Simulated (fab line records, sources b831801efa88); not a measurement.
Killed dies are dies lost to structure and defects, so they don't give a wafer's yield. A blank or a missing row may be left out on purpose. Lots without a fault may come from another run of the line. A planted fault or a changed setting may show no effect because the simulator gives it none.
Chamber matching | flow gf180mcu | GF_HV_LDD_ETCHBACK_58 on rie_diel-03: 4 sister chambers
The step etches Si3N4 in CH3F/O2, stops on SiO2, time 100 s, target depth 90 nm. 4 wafers are shown with their chamber, then 8 later ones without.

WAFERS WITH THEIR CHAMBER
wafer  | chamber | drypump_motor_current_A (A)
L077.5 | 0       | 5.8
L089.2 | 3       | 5.0
L089.5 | 1       | 5.4
L090.1 | 2       | 5.4

WAFERS WITHOUT THEIR CHAMBER
wafer  | drypump_motor_current_A (A)
L090.2 | 5.8
L090.6 | 5.4
L091.1 | 5.4
L091.3 | 5.4
L091.4 | 4.9
L095.1 | 5.8
L095.4 | 5.4
L095.6 | 5.3

WHICH CHAMBER EACH WENT THROUGH
wafer  | from the rows above     | in truth
L090.2 | 0                       | 0
L090.6 | can't be placed: 1 or 2 | 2
L091.1 | can't be placed: 1 or 2 | 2
L091.3 | can't be placed: 1 or 2 | 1
L091.4 | 3                       | 3
L095.1 | 0                       | 0
L095.4 | can't be placed: 1 or 2 | 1
L095.6 | can't be placed: 1 or 2 | 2
Placed correctly: 3 of 8. Can't be placed from these rows: 5 (the true chamber is among the candidates in 5). Placed wrongly: 0.
How it was worked out, from the rows above alone: a wafer's distance from a chamber is the root of the sum, over the readings, of the square of ((its reading less the chamber's mean) divided by the reading's scatter). The wafer belongs to the nearest chamber; if the next one is less than 2 further off, it can't be placed. A chamber's mean is the mean of its shown wafers. The scatter: with one shown wafer a chamber, the root of the mean of the squares of how far each hidden wafer lies from its nearest shown one.
